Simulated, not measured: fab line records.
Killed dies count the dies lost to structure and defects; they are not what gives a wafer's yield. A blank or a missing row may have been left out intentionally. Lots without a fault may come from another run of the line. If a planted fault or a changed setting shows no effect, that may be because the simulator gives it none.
fab line records / flow sky130
record lots=7 wafers=21 last_day=50
route steps=708 shown LDD_HVP@281 LDD_LDN@289 PAD_OPEN@708
lots with no fault: from the same line, run without faults
start_h: start of the lot's first displayed wafer, in hours after the record's first day / wait_h: hours since the lot's step before / " same as the row above / L1.1+2: a row that stands for several wafers / - no value, or no start given / * or withheld: withheld / < > ~ a bound
route shown NAME@n: names a module that has steps shown in the file, with the first one's number in the route / usual: mean and standard deviation over wafers with no fault / same: alike in all rows / chamber/n: place in a boat / sites: the reading at each site / _std_site: their standard deviation / _edge_site: outer sites' mean less inner sites' / radius_mm: how far each site lies from the wafer's centre / mask NAME#n: copy n / behind: the most recent tool/chamber to have shaped the wafer / hold: the reason the lot was held/the length of the hold in hours/how it ended / device: the transistor (n, p or np) that didn't switch / end of line: tests of these same wafers at the route's end / for a step that has no rows: nothing shown but its recipe / killed: not the wafer's yield, but the dies lost to structure and defects at the first sort / map: a wafer's dies, x killed, . not, _ none there
set.NAME: the setting that was run; set.NAME@STEP: the one run at that earlier step / model.NAME: the simulator's own value behind a step, which no gauge read
a table for each step, a row for each wafer; lots at some steps of the route
services: from which hour (start_h, from the record's first day; less than 0 if before it) a tool's chamber was out of use, for how many hours, and why
## steps
# step SKY_LDD_HVP_SOFTBAKE_03
# recipe temp_c=90 time_s=60 resist=NOVOLAK
# step SKY_LDD_HVP_EXPOSE_04
# recipe mask_id=HVPTM na=0.6 source_shape=conventional sigma_outer=0.6 polarization=unpolarized target_cd_nm=700 dose_mj=86
# step SKY_LDD_HVP_PEB_05
# recipe temp_c=withheld time_s=* resist=NOVOLAK
# step SKY_LDD_HVP_DEVELOP_06
# recipe resist=NOVOLAK developer=TMAH develop_time_s=60 dev_temp_c=23
# step SKY_LDD_HVP_OVL_MEAS_07
# usual LDD_HVP_OVL=1.0/1.4
lot.wafer=L568.1 tool=overlay-02 chamber=- start_h=506.13 wait_h=0.1 LDD_HVP_OVL[nm]=1.6
lot.wafer=L568.5 tool=overlay-02 chamber=- start_h=506.13 wait_h=0.1 LDD_HVP_OVL[nm]=-0.1
lot.wafer=L568.6 tool=overlay-02 chamber=- start_h=506.13 wait_h=0.1 LDD_HVP_OVL[nm]=2.0
lot.wafer=L571.2 tool=overlay-02 chamber=- start_h=547.63 wait_h=0.1 LDD_HVP_OVL[nm]=0.7
lot.wafer=L571.3 tool=overlay-02 chamber=- start_h=547.63 wait_h=0.1 LDD_HVP_OVL[nm]=2.2
lot.wafer=L571.6 tool=overlay-02 chamber=- start_h=547.63 wait_h=0.1 LDD_HVP_OVL[nm]=1.8
lot.wafer=L573.3 tool=overlay-02 chamber=- start_h=552.21 wait_h=0.1 LDD_HVP_OVL[nm]=0.6
lot.wafer=L573.4 tool=overlay-02 chamber=- start_h=552.21 wait_h=0.1 LDD_HVP_OVL[nm]=2.1
lot.wafer=L573.6 tool=overlay-02 chamber=- start_h=552.21 wait_h=0.1 LDD_HVP_OVL[nm]=1.7
lot.wafer=L574.3 tool=overlay-01 chamber=- start_h=568.34 wait_h=0.1 LDD_HVP_OVL[nm]=0.4
lot.wafer=L574.4 tool=overlay-01 chamber=- start_h=568.34 wait_h=0.1 LDD_HVP_OVL[nm]=-0.2
lot.wafer=L574.5 tool=overlay-01 chamber=- start_h=568.34 wait_h=0.1 LDD_HVP_OVL[nm]=0.9
lot.wafer=L575.1 tool=overlay-02 chamber=- start_h=575.63 wait_h=0.1 LDD_HVP_OVL[nm]=1.8
lot.wafer=L575.2 tool=overlay-02 chamber=- start_h=575.63 wait_h=0.1 LDD_HVP_OVL[nm]=3.4
lot.wafer=L575.4 tool=overlay-02 chamber=- start_h=575.63 wait_h=0.1 LDD_HVP_OVL[nm]=2.4
lot.wafer=L576.3 tool=overlay-01 chamber=- start_h=583.64 wait_h=0.1 LDD_HVP_OVL[nm]=1.0
lot.wafer=L576.4 tool=overlay-01 chamber=- start_h=583.64 wait_h=0.1 LDD_HVP_OVL[nm]=-0.9
lot.wafer=L576.5 tool=overlay-01 chamber=- start_h=583.64 wait_h=0.1 LDD_HVP_OVL[nm]=-1.6
lot.wafer=L589.1 tool=overlay-02 chamber=- start_h=686.77 wait_h=0.1 LDD_HVP_OVL[nm]=1.7
lot.wafer=L589.2 tool=overlay-02 chamber=- start_h=686.77 wait_h=0.1 LDD_HVP_OVL[nm]=-0.4
lot.wafer=L589.6 tool=overlay-02 chamber=- start_h=686.77 wait_h=0.1 LDD_HVP_OVL[nm]=1.6
# step SKY_LDD_HVP_IMPLANT_08
# recipe species=B energy_kev=20 dose_cm2=1.7e+13 tilt_deg=17.9
# step SKY_LDD_HVP_STRIP_09
# recipe chemistry=O2/N2 power_w=1400 pressure_mtorr=1500 platen_temp_c=withheld o2_flow_sccm=3000 n2_flow_sccm=300 overash_fraction=0.5
# usual drypump_motor_current_A=6.14/0.19 oes_product_au=0.408/0.0048 strip_time_to_endpoint_s=4.137/0.014
lot.wafer=L568.1 tool=plasma_asher-02 chamber=0 start_h=506.31 wait_h=0.1 drypump_motor_current_A=5.97 oes_product_au=0.405 rf_hours_counter_h=36 strip_time_to_endpoint_s=4.137
lot.wafer=L568.5 tool=plasma_asher-02 chamber=1 start_h=506.31 wait_h=0.1 drypump_motor_current_A=6.19 oes_product_au=0.412 rf_hours_counter_h=- strip_time_to_endpoint_s=4.122
lot.wafer=L568.6 tool=plasma_asher-02 chamber=0 start_h=506.31 wait_h=0.1 drypump_motor_current_A=5.93 oes_product_au=0.402 rf_hours_counter_h=- strip_time_to_endpoint_s=4.124
lot.wafer=L571.2 tool=plasma_asher-02 chamber=1 start_h=547.81 wait_h=0.1 drypump_motor_current_A=6.12 oes_product_au=0.404 rf_hours_counter_h=40 strip_time_to_endpoint_s=4.123
lot.wafer=L571.3 tool=plasma_asher-02 chamber=0 start_h=547.81 wait_h=0.1 drypump_motor_current_A=5.97 oes_product_au=0.414 rf_hours_counter_h=- strip_time_to_endpoint_s=4.151
lot.wafer=L571.6 tool=plasma_asher-02 chamber=0 start_h=547.81 wait_h=0.1 drypump_motor_current_A=5.98 oes_product_au=0.418 rf_hours_counter_h=- strip_time_to_endpoint_s=4.140
lot.wafer=L573.3 tool=plasma_asher-03 chamber=0 start_h=552.42 wait_h=0.1 drypump_motor_current_A=6.45 oes_product_au=0.405 rf_hours_counter_h=- strip_time_to_endpoint_s=4.124
lot.wafer=L573.4 tool=plasma_asher-03 chamber=1 start_h=552.42 wait_h=0.1 drypump_motor_current_A=6.11 oes_product_au=0.401 rf_hours_counter_h=- strip_time_to_endpoint_s=4.129
lot.wafer=L573.6 tool=plasma_asher-03 chamber=1 start_h=552.42 wait_h=0.1 drypump_motor_current_A=6.09 oes_product_au=0.407 rf_hours_counter_h=- strip_time_to_endpoint_s=4.150
lot.wafer=L574.3 tool=plasma_asher-02 chamber=1 start_h=568.55 wait_h=0.1 drypump_motor_current_A=6.16 oes_product_au=0.414 rf_hours_counter_h=- strip_time_to_endpoint_s=4.129
lot.wafer=L574.4 tool=plasma_asher-02 chamber=0 start_h=568.55 wait_h=0.1 drypump_motor_current_A=5.95 oes_product_au=0.401 rf_hours_counter_h=- strip_time_to_endpoint_s=4.147
lot.wafer=L574.5 tool=plasma_asher-02 chamber=1 start_h=568.55 wait_h=0.1 drypump_motor_current_A=6.14 oes_product_au=0.406 rf_hours_counter_h=- strip_time_to_endpoint_s=4.147
lot.wafer=L575.1 tool=plasma_asher-02 chamber=0 start_h=575.81 wait_h=0.1 drypump_motor_current_A=5.96 oes_product_au=0.406 rf_hours_counter_h=42 strip_time_to_endpoint_s=4.142
lot.wafer=L575.2 tool=plasma_asher-02 chamber=1 start_h=575.81 wait_h=0.1 drypump_motor_current_A=6.11 oes_product_au=0.410 rf_hours_counter_h=42 strip_time_to_endpoint_s=4.153
lot.wafer=L575.4 tool=plasma_asher-02 chamber=1 start_h=575.81 wait_h=0.1 drypump_motor_current_A=6.12 oes_product_au=0.410 rf_hours_counter_h=- strip_time_to_endpoint_s=4.140
lot.wafer=L576.3 tool=plasma_asher-04 chamber=1 start_h=583.85 wait_h=0.1 drypump_motor_current_A=6.30 oes_product_au=0.408 rf_hours_counter_h=- strip_time_to_endpoint_s=4.184
lot.wafer=L576.4 tool=plasma_asher-04 chamber=0 start_h=583.85 wait_h=0.1 drypump_motor_current_A=5.86 oes_product_au=0.417 rf_hours_counter_h=- strip_time_to_endpoint_s=4.136
lot.wafer=L576.5 tool=plasma_asher-04 chamber=0 start_h=583.85 wait_h=0.1 drypump_motor_current_A=5.92 oes_product_au=0.407 rf_hours_counter_h=- strip_time_to_endpoint_s=4.156
lot.wafer=L589.1 tool=plasma_asher-02 chamber=0 start_h=686.96 wait_h=0.1 drypump_motor_current_A=5.96 oes_product_au=0.411 rf_hours_counter_h=53 strip_time_to_endpoint_s=4.146
lot.wafer=L589.2 tool=plasma_asher-02 chamber=1 start_h=686.96 wait_h=0.1 drypump_motor_current_A=6.16 oes_product_au=0.413 rf_hours_counter_h=53 strip_time_to_endpoint_s=4.136
lot.wafer=L589.6 tool=plasma_asher-02 chamber=0 start_h=686.96 wait_h=0.1 drypump_motor_current_A=5.97 oes_product_au=0.410 rf_hours_counter_h=- strip_time_to_endpoint_s=4.168
# step SKY_LDD_HVP_TW_MEAS_10
# usual LDD_HVP_TW=458.6/2.6
lot.wafer=L568.1 tool=film_metro-02 chamber=- start_h=506.41 wait_h=0.1 LDD_HVP_TW=456.2
lot.wafer=L568.5 tool=film_metro-02 chamber=- start_h=506.41 wait_h=0.1 LDD_HVP_TW=457.9
lot.wafer=L568.6 tool=film_metro-02 chamber=- start_h=506.41 wait_h=0.1 LDD_HVP_TW=456.4
lot.wafer=L571.2 tool=film_metro-04 chamber=- start_h=547.92 wait_h=0.1 LDD_HVP_TW=455.2
lot.wafer=L571.3 tool=film_metro-04 chamber=- start_h=547.92 wait_h=0.1 LDD_HVP_TW=457.0
lot.wafer=L571.6 tool=film_metro-04 chamber=- start_h=547.92 wait_h=0.1 LDD_HVP_TW=459.7
lot.wafer=L573.3 tool=film_metro-02 chamber=- start_h=552.50 wait_h=0.1 LDD_HVP_TW=456.0
lot.wafer=L573.4 tool=film_metro-02 chamber=- start_h=552.50 wait_h=0.1 LDD_HVP_TW=457.6
lot.wafer=L573.6 tool=film_metro-02 chamber=- start_h=552.50 wait_h=0.1 LDD_HVP_TW=454.7
lot.wafer=L574.3 tool=film_metro-03 chamber=- start_h=568.63 wait_h=0.1 LDD_HVP_TW=456.6
lot.wafer=L574.4 tool=film_metro-03 chamber=- start_h=568.63 wait_h=0.1 LDD_HVP_TW=454.3
lot.wafer=L574.5 tool=film_metro-03 chamber=- start_h=568.63 wait_h=0.1 LDD_HVP_TW=456.1
lot.wafer=L575.1 tool=film_metro-03 chamber=- start_h=575.91 wait_h=0.1 LDD_HVP_TW=457.3
lot.wafer=L575.2 tool=film_metro-03 chamber=- start_h=575.91 wait_h=0.1 LDD_HVP_TW=456.6
lot.wafer=L575.4 tool=film_metro-03 chamber=- start_h=575.91 wait_h=0.1 LDD_HVP_TW=455.6
lot.wafer=L576.3 tool=film_metro-02 chamber=- start_h=583.93 wait_h=0.1 LDD_HVP_TW=456.1
lot.wafer=L576.4 tool=film_metro-02 chamber=- start_h=583.93 wait_h=0.1 LDD_HVP_TW=455.0
lot.wafer=L576.5 tool=film_metro-02 chamber=- start_h=583.93 wait_h=0.1 LDD_HVP_TW=454.3
lot.wafer=L589.1 tool=film_metro-03 chamber=- start_h=687.06 wait_h=0.1 LDD_HVP_TW=457.0
lot.wafer=L589.2 tool=film_metro-03 chamber=- start_h=687.06 wait_h=0.1 LDD_HVP_TW=459.4
lot.wafer=L589.6 tool=film_metro-03 chamber=- start_h=687.06 wait_h=0.1 LDD_HVP_TW=456.9
# step SKY_LDD_LDN_DEHYDRATE_00
# recipe temp_c=200 time_s=60
# step SKY_LDD_LDN_HMDS_01
# recipe prime_time_s=60 prime_temp_c=120
# step SKY_LDD_LDN_COAT_02
# recipe resist=NOVOLAK spin_rpm=3000 resist_thk_nm=1140
# step SKY_LDD_LDN_SOFTBAKE_03
# recipe temp_c=90 time_s=60 resist=NOVOLAK
# step SKY_LDD_LDN_EXPOSE_04
# recipe mask_id=LDNTM na=0.6 source_shape=conventional sigma_outer=0.6 polarization=unpolarized target_cd_nm=700 dose_mj=140
# usual focus_offset_nm=-0.1/0.49 stage_vel_mm_s=500.00/0.24
lot.wafer=L568.1 tool=iline_stepper-02 chamber=0 start_h=521.25 wait_h=- mask=LDNTM#0 focus_offset_nm=-0.3 stage_vel_mm_s=500.08 model.LDD_LDN.overlay_x_nm=0.5529
lot.wafer=L568.5 tool=iline_stepper-02 chamber=0 start_h=521.25 wait_h=- mask=LDNTM#0 focus_offset_nm=0.6 stage_vel_mm_s=500.27 model.LDD_LDN.overlay_x_nm=0.5529
lot.wafer=L568.6 tool=iline_stepper-02 chamber=0 start_h=521.25 wait_h=- mask=LDNTM#0 focus_offset_nm=0.3 stage_vel_mm_s=500.05 model.LDD_LDN.overlay_x_nm=0.5529
lot.wafer=L571.2 tool=iline_stepper-01 chamber=0 start_h=563.31 wait_h=- mask=LDNTM#0 focus_offset_nm=-0.7 stage_vel_mm_s=499.86 model.LDD_LDN.overlay_x_nm=-0.07017
lot.wafer=L571.3 tool=iline_stepper-01 chamber=0 start_h=563.31 wait_h=- mask=LDNTM#0 focus_offset_nm=-0.5 stage_vel_mm_s=499.78 model.LDD_LDN.overlay_x_nm=-0.07017
lot.wafer=L571.6 tool=iline_stepper-01 chamber=0 start_h=563.31 wait_h=- mask=LDNTM#0 focus_offset_nm=-0.4 stage_vel_mm_s=499.75 model.LDD_LDN.overlay_x_nm=-0.07017
lot.wafer=L573.3 tool=iline_stepper-01 chamber=0 start_h=567.76 wait_h=- mask=LDNTM#0 focus_offset_nm=-1.1 stage_vel_mm_s=500.04 model.LDD_LDN.overlay_x_nm=-0.1474
lot.wafer=L573.4 tool=iline_stepper-01 chamber=0 start_h=567.76 wait_h=- mask=LDNTM#0 focus_offset_nm=-0.6 stage_vel_mm_s=500.26 model.LDD_LDN.overlay_x_nm=-0.1474
lot.wafer=L573.6 tool=iline_stepper-01 chamber=0 start_h=567.76 wait_h=- mask=LDNTM#0 focus_offset_nm=-0.9 stage_vel_mm_s=499.89 model.LDD_LDN.overlay_x_nm=-0.1474
lot.wafer=L574.3 tool=iline_stepper-01 chamber=0 start_h=582.77 wait_h=- mask=LDNTM#0 focus_offset_nm=0.0 stage_vel_mm_s=500.43 model.LDD_LDN.overlay_x_nm=42.51
lot.wafer=L574.4 tool=iline_stepper-01 chamber=0 start_h=582.77 wait_h=- mask=LDNTM#0 focus_offset_nm=0.5 stage_vel_mm_s=500.59 model.LDD_LDN.overlay_x_nm=42.51
lot.wafer=L574.5 tool=iline_stepper-01 chamber=0 start_h=582.77 wait_h=- mask=LDNTM#0 focus_offset_nm=0.7 stage_vel_mm_s=500.13 model.LDD_LDN.overlay_x_nm=42.51
lot.wafer=L575.1 tool=iline_stepper-01 chamber=0 start_h=591.11 wait_h=- mask=LDNTM#0 focus_offset_nm=0.6 stage_vel_mm_s=499.54 model.LDD_LDN.overlay_x_nm=45.5
lot.wafer=L575.2 tool=iline_stepper-01 chamber=0 start_h=591.11 wait_h=- mask=LDNTM#0 focus_offset_nm=0.1 stage_vel_mm_s=500.10 model.LDD_LDN.overlay_x_nm=45.5
lot.wafer=L575.4 tool=iline_stepper-01 chamber=0 start_h=591.11 wait_h=- mask=LDNTM#0 focus_offset_nm=0.1 stage_vel_mm_s=499.84 model.LDD_LDN.overlay_x_nm=45.5
lot.wafer=L576.3 tool=iline_stepper-01 chamber=0 start_h=599.00 wait_h=- mask=LDNTM#0 focus_offset_nm=0.8 stage_vel_mm_s=500.00 model.LDD_LDN.overlay_x_nm=43.81
lot.wafer=L576.4 tool=iline_stepper-01 chamber=0 start_h=599.00 wait_h=- mask=LDNTM#0 focus_offset_nm=0.1 stage_vel_mm_s=500.06 model.LDD_LDN.overlay_x_nm=43.81
lot.wafer=L576.5 tool=iline_stepper-01 chamber=0 start_h=599.00 wait_h=- mask=LDNTM#0 focus_offset_nm=-0.2 stage_vel_mm_s=500.25 model.LDD_LDN.overlay_x_nm=43.81
lot.wafer=L589.1 tool=iline_stepper-02 chamber=0 start_h=701.03 wait_h=- mask=LDNTM#0 focus_offset_nm=0.5 stage_vel_mm_s=499.74 model.LDD_LDN.overlay_x_nm=0.2402
lot.wafer=L589.2 tool=iline_stepper-02 chamber=0 start_h=701.03 wait_h=- mask=LDNTM#0 focus_offset_nm=1.2 stage_vel_mm_s=499.73 model.LDD_LDN.overlay_x_nm=0.2402
lot.wafer=L589.6 tool=iline_stepper-02 chamber=0 start_h=701.03 wait_h=- mask=LDNTM#0 focus_offset_nm=0.3 stage_vel_mm_s=499.96 model.LDD_LDN.overlay_x_nm=0.2402
# step SKY_LDD_LDN_PEB_05
# recipe temp_c=withheld time_s=* resist=NOVOLAK
# step SKY_LDD_LDN_DEVELOP_06
# recipe resist=NOVOLAK developer=TMAH develop_time_s=60 dev_temp_c=23
# step SKY_LDD_LDN_OVL_MEAS_07
# usual LDD_LDN_OVL=-1.0/1.3
lot.wafer=L568.1 tool=overlay-02 chamber=- start_h=536.53 wait_h=0.1 LDD_LDN_OVL[nm]=-0.9
lot.wafer=L568.5 tool=overlay-02 chamber=- start_h=536.53 wait_h=0.1 LDD_LDN_OVL[nm]=-0.9
lot.wafer=L568.6 tool=overlay-02 chamber=- start_h=536.53 wait_h=0.1 LDD_LDN_OVL[nm]=-0.5
lot.wafer=L571.2 tool=overlay-01 chamber=- start_h=576.95 wait_h=0.1 LDD_LDN_OVL[nm]=-0.7
lot.wafer=L571.3 tool=overlay-01 chamber=- start_h=576.95 wait_h=0.1 LDD_LDN_OVL[nm]=-0.2
lot.wafer=L571.6 tool=overlay-01 chamber=- start_h=576.95 wait_h=0.1 LDD_LDN_OVL[nm]=0.9
lot.wafer=L573.3 tool=overlay-02 chamber=- start_h=581.81 wait_h=0.1 LDD_LDN_OVL[nm]=-1.8
lot.wafer=L573.4 tool=overlay-02 chamber=- start_h=581.81 wait_h=0.1 LDD_LDN_OVL[nm]=-1.4
lot.wafer=L573.6 tool=overlay-02 chamber=- start_h=581.81 wait_h=0.1 LDD_LDN_OVL[nm]=-2.3
lot.wafer=L574.3 tool=overlay-01 chamber=- start_h=597.14 wait_h=0.1 LDD_LDN_OVL[nm]=41.9
lot.wafer=L574.4 tool=overlay-01 chamber=- start_h=597.14 wait_h=0.1 LDD_LDN_OVL[nm]=42.2
lot.wafer=L574.5 tool=overlay-01 chamber=- start_h=597.14 wait_h=0.1 LDD_LDN_OVL[nm]=44.5
lot.wafer=L575.1 tool=overlay-02 chamber=- start_h=605.30 wait_h=0.1 LDD_LDN_OVL[nm]=44.8
lot.wafer=L575.2 tool=overlay-02 chamber=- start_h=605.30 wait_h=0.1 LDD_LDN_OVL[nm]=44.2
lot.wafer=L575.4 tool=overlay-02 chamber=- start_h=605.30 wait_h=0.1 LDD_LDN_OVL[nm]=44.7
lot.wafer=L576.3 tool=overlay-01 chamber=- start_h=613.26 wait_h=0.1 LDD_LDN_OVL[nm]=43.0
lot.wafer=L576.4 tool=overlay-01 chamber=- start_h=613.26 wait_h=0.1 LDD_LDN_OVL[nm]=42.6
lot.wafer=L576.5 tool=overlay-01 chamber=- start_h=613.26 wait_h=0.1 LDD_LDN_OVL[nm]=40.5
lot.wafer=L589.1 tool=overlay-02 chamber=- start_h=714.65 wait_h=0.1 LDD_LDN_OVL[nm]=-1.5
lot.wafer=L589.2 tool=overlay-02 chamber=- start_h=714.65 wait_h=0.1 LDD_LDN_OVL[nm]=-3.2
lot.wafer=L589.6 tool=overlay-02 chamber=- start_h=714.65 wait_h=0.1 LDD_LDN_OVL[nm]=-0.1
# step SKY_LDD_LDN_IMPLANT_08
# recipe species=As energy_kev=15 dose_cm2=1.25e+13 tilt_deg=withheld rotation_deg=23
# step SKY_PAD_OPEN_PROBE_99
# usual killed_at_M0_to_M3=45/7 killed_at_M4_up=3.4/1.8 killed_at_contacts=24/5.4 killed_at_front_end=16/4.8 killed_at_other=0.4/0.62 killed_dies=89/10 killed_open=48/7.2 killed_short=40/6.3
# same gross_dies=492 killed_at_back_side=0
lot.wafer=L574.3 tool=prober-02 chamber=- start_h=1122.92 wait_h=0.2 killed_at_M0_to_M3=38 killed_at_M4_up=3 killed_at_contacts=31 killed_at_front_end=16 killed_at_other=0 killed_dies=88 killed_open=47 killed_short=41
lot.wafer=L574.4 tool=prober-02 chamber=- start_h=1122.97 wait_h=0.2 killed_at_M0_to_M3=41 killed_at_M4_up=4 killed_at_contacts=20 killed_at_front_end=16 killed_at_other=1 killed_dies=82 killed_open=46 killed_short=36
lot.wafer=L574.5 tool=prober-02 chamber=- start_h=1123.02 wait_h=0.2 killed_at_M0_to_M3=39 killed_at_M4_up=5 killed_at_contacts=19 killed_at_front_end=12 killed_at_other=1 killed_dies=76 killed_open=44 killed_short=32
lot.wafer=L575.1 tool=prober-01 chamber=- start_h=1129.37 wait_h=0.1 killed_at_M0_to_M3=41 killed_at_M4_up=2 killed_at_contacts=30 killed_at_front_end=8 killed_at_other=0 killed_dies=81 killed_open=55 killed_short=26
lot.wafer=L575.2 tool=prober-01 chamber=- start_h=1129.42 wait_h=0.1 killed_at_M0_to_M3=51 killed_at_M4_up=6 killed_at_contacts=28 killed_at_front_end=23 killed_at_other=1 killed_dies=109 killed_open=64 killed_short=45
lot.wafer=L575.4 tool=prober-01 chamber=- start_h=1129.52 wait_h=0.2 killed_at_M0_to_M3=53 killed_at_M4_up=3 killed_at_contacts=28 killed_at_front_end=10 killed_at_other=1 killed_dies=95 killed_open=57 killed_short=37
lot.wafer=L589.1 tool=prober-01 chamber=- start_h=1196.17 wait_h=0.1 killed_at_M0_to_M3=35 killed_at_M4_up=1 killed_at_contacts=30 killed_at_front_end=12 killed_at_other=0 killed_dies=78 killed_open=41 killed_short=37
lot.wafer=L589.2 tool=prober-01 chamber=- start_h=1196.22 wait_h=0.1 killed_at_M0_to_M3=41 killed_at_M4_up=3 killed_at_contacts=27 killed_at_front_end=14 killed_at_other=0 killed_dies=85 killed_open=48 killed_short=37
lot.wafer=L589.6 tool=prober-01 chamber=- start_h=1196.42 wait_h=0.2 killed_at_M0_to_M3=45 killed_at_M4_up=7 killed_at_contacts=29 killed_at_front_end=20 killed_at_other=0 killed_dies=101 killed_open=55 killed_short=46
# killed by level:class
L574.3 CONTACT:geometric_particle:open=11 METAL1:geometric_particle:short=9 VIA1:geometric_particle:open=9 FIELD_ISO:geometric_particle:open=6 LI_CONTACT:geometric_particle:open=6 CONTACT:geometric_particle:short=6 LOCAL_INTERCONNECT:geometric_particle:short=5 VIA2:geometric_particle:open=4
L574.4 VIA1:geometric_particle:open=8 METAL1:geometric_particle:short=7 VIA2:geometric_particle:open=6 CONTACT:geometric_particle:open=6 VIA3:geometric_particle:open=6 POLY_GATE:geometric_particle:open=4 LI_CONTACT:geometric_particle:open=4 LOCAL_INTERCONNECT:geometric_particle:short=4
L574.5 CONTACT:geometric_particle:open=8 VIA1:geometric_particle:open=7 VIA3:geometric_particle:open=7 METAL2:geometric_particle:short=5 POLY_GATE:geometric_particle:short=4 VIA2:geometric_particle:open=4 VIA1:geometric_particle:short=4 FIELD_ISO:geometric_particle:open=3
L575.1 CONTACT:geometric_particle:open=15 VIA1:geometric_particle:open=11 VIA3:geometric_particle:open=9 VIA2:geometric_particle:open=8 LI_CONTACT:geometric_particle:open=6 CONTACT:geometric_particle:short=4 METAL2:geometric_particle:short=4 LI_CONTACT:geometric_particle:short=3
L575.2 VIA1:geometric_particle:open=17 LI_CONTACT:geometric_particle:open=13 VIA1:geometric_particle:short=9 CONTACT:geometric_particle:open=9 FIELD_ISO:geometric_particle:short=8 FIELD_ISO:geometric_particle:open=7 VIA2:geometric_particle:open=6 METAL2:geometric_particle:short=5
L575.4 VIA1:geometric_particle:open=14 VIA3:geometric_particle:open=11 CONTACT:geometric_particle:open=10 LI_CONTACT:geometric_particle:open=9 VIA3:geometric_particle:short=8 METAL1:geometric_particle:short=5 LI_CONTACT:geometric_particle:short=4 VIA2:geometric_particle:open=4
L589.1 CONTACT:geometric_particle:open=9 VIA1:geometric_particle:open=7 CONTACT:geometric_particle:short=6 LI_CONTACT:geometric_particle:open=6 LOCAL_INTERCONNECT:geometric_particle:short=6 METAL1:geometric_particle:short=5 VIA1:geometric_particle:short=5 VIA2:geometric_particle:open=5
L589.2 VIA1:geometric_particle:open=12 VIA2:geometric_particle:open=9 CONTACT:geometric_particle:short=8 CONTACT:geometric_particle:open=8 POLY_GATE:geometric_particle:short=6 VIA3:geometric_particle:open=6 LI_CONTACT:geometric_particle:open=5 LOCAL_INTERCONNECT:geometric_particle:short=3
L589.6 VIA1:geometric_particle:open=15 LI_CONTACT:geometric_particle:open=10 LOCAL_INTERCONNECT:geometric_particle:short=8 VIA1:geometric_particle:short=7 VIA3:geometric_particle:open=6 VIA2:geometric_particle:open=6 FIELD_ISO:geometric_particle:open=5 CONTACT:geometric_particle:open=5
## services
tool=iline_stepper-01 chamber=- start_h=482.80 hours=1.7 kind=pm
tool=iline_stepper-02 chamber=0 start_h=519.95 hours=- kind=calibration
tool=iline_stepper-02 chamber=- start_h=528.51 hours=1.3 kind=repair
tool=iline_stepper-01 chamber=- start_h=534.74 hours=8.9 kind=pm
tool=iline_stepper-01 chamber=0 start_h=538.56 hours=- kind=calibration
tool=iline_stepper-02 chamber=- start_h=590.30 hours=1.7 kind=pm
tool=plasma_asher-02 chamber=- start_h=598.25 hours=2.5 kind=repair
tool=iline_stepper-01 chamber=- start_h=633.85 hours=5.7 kind=repair
tool=plasma_asher-03 chamber=- start_h=653.01 hours=2.8 kind=pm
tool=iline_stepper-02 chamber=- start_h=664.63 hours=0.5 kind=repair
tool=plasma_asher-04 chamber=- start_h=677.87 hours=2.8 kind=pm
tool=iline_stepper-01 chamber=- start_h=701.06 hours=1.7 kind=pm
## key
first_sign step=SKY_LDD_LDN_OVL_MEAS_07 reading=LDD_LDN_OVL direction=up sigmas=35 usual=-1.0 struck=43.1
effect none on later readings
model_effect step=SKY_LDD_LDN_EXPOSE_04 value=LDD_LDN.overlay_x_nm without=-0.4593 struck=43.94
met_at SKY_LDD_LDN_EXPOSE_04
struck_wafers L574.3,L574.4,L574.5,L575.1,L575.2,L575.4,L576.3,L576.4,L576.5
tester_left_out L574,L575,L576
onset_between 567.76 582.77
fault kind=scanner_matching_overlay tool=iline_stepper-01 chamber=- onset_h=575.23 steps=SKY_LDD_LDN_EXPOSE_04 offset=44.398
# tester_left_out: of these lots the tester's yield and bins aren't shown, on N5 and GAA mostly nor the transistor test; their killed dies are dies lost to structure and defects alone, not to doping, threshold or leakage, so they don't give the yield
